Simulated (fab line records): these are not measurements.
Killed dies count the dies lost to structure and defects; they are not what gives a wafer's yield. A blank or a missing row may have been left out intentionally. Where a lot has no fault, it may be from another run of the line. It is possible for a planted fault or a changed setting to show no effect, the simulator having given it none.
Code-filled problem report in 8D (eight disciplines) form	flow gf180mcu	the parts of the form that need people (team, actions taken, sign-off) are left out

== 1. WHAT IS WRONG ==
Wafers free of any fault read 1343 (standard deviation 15) for DNWELL_TW at GF_DNWELL_TW_MEAS_09, against a mean of 1504 on 6 wafers of 2 lots. Relative to the usual mean, that is a shift of +11 standard deviations.
Earliest sighting: wafer L659.1 on film_metro-02 at day 4 07:50. Wafers with a number at this step in the record: 39, from 13 lots. Rule for "out" (also "out of limits"): further than 4 standard deviations from the usual mean. The rest of the wafers with a number are treated as sound.

== 2. WHAT IT IS, WHAT IT ISN'T ==
question	is	is not
which readings at this step	DNWELL_TW	-
which lots	L659, L660	L652, L653, L654, L656, L657, L658, L669, L671, L672, L674, L675
which wafers of those lots	all that have a number	-
read on which gauges	film_metro-02, film_metro-03	film_metro-04
when	from day 4 07:50	up to then (18 sound wafers); but 15 sound wafers of L669, L671, L672, L674, L675 came after

== 3. SUSPECTS, AND WHAT RULES EACH OUT ==
Counting: a tool at a process step up to the reading stays a suspect if it ran every lot that is out and no sound lot after the first of them.
- the gauge at GF_DNWELL_TW_MEAS_09 has been ruled out. 2 gauges (film_metro-02, film_metro-03) read the wafers that are out.
- implanter-02 at GF_DNWELL_IMPLANT_07: ruled out as a lasting fault. Following L659 (day 4 07:35), the first lot on it that is out, the sound lots L674, L675 were run on it.
Left after counting: nothing in the record.

== 4. THE CAUSE (what the simulator had put in) ==
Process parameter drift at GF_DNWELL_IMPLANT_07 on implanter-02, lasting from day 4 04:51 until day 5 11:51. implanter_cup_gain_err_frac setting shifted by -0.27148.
The count ruled it out by mistake, since the rule takes a fault to strike every lot its tool runs from the start of the fault on, and this one did not do so.

== 5. SEQUENCE OF EFFECTS, ordered by route ==
Each row: a reading whose mean over the struck wafers that have a number lies more than 3 standard deviations from the usual. Readings are gone through only where the record gives a usual standard deviation; hours: the median, over the lots, of the time from a lot's start at the first step in this table giving one to that lot's start at this step; sigmas: the change measured in usual standard deviations.
hours	step	reading	usual	on struck wafers	change	sigmas
0	GF_DNWELL_IMPLANT_07	beam_on_s	10.00 s	13.71	+3.71	+18
0	GF_DNWELL_IMPLANT_07	faraday_current_uA	56.4	41.1	-15.3	-13
0	GF_DNWELL_TW_MEAS_09	DNWELL_TW	1343	1504	+161	+11
Process steps it contains:
- GF_DNWELL_IMPLANT_07
Later steps that measure or inspect, where all struck wafers having a row at the step show a number for every such reading and not one has moved that far: GF_VT_IMPLANT_TW_MEAS_10, GF_VT_IMPLANT_OVL_MEAS_29.

== 6. WHAT WOULD HAVE CAUGHT IT SOONER ==
3 hours passed between the start of the fault at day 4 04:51 and the first reading out of limits at a measuring or inspecting step in this record, taken at day 4 07:50.
Tool's own readings at GF_DNWELL_IMPLANT_07, beam_on_s, faraday_current_uA: out on all struck wafers the step has rows for; an alarm limit on them would have tripped on the first.
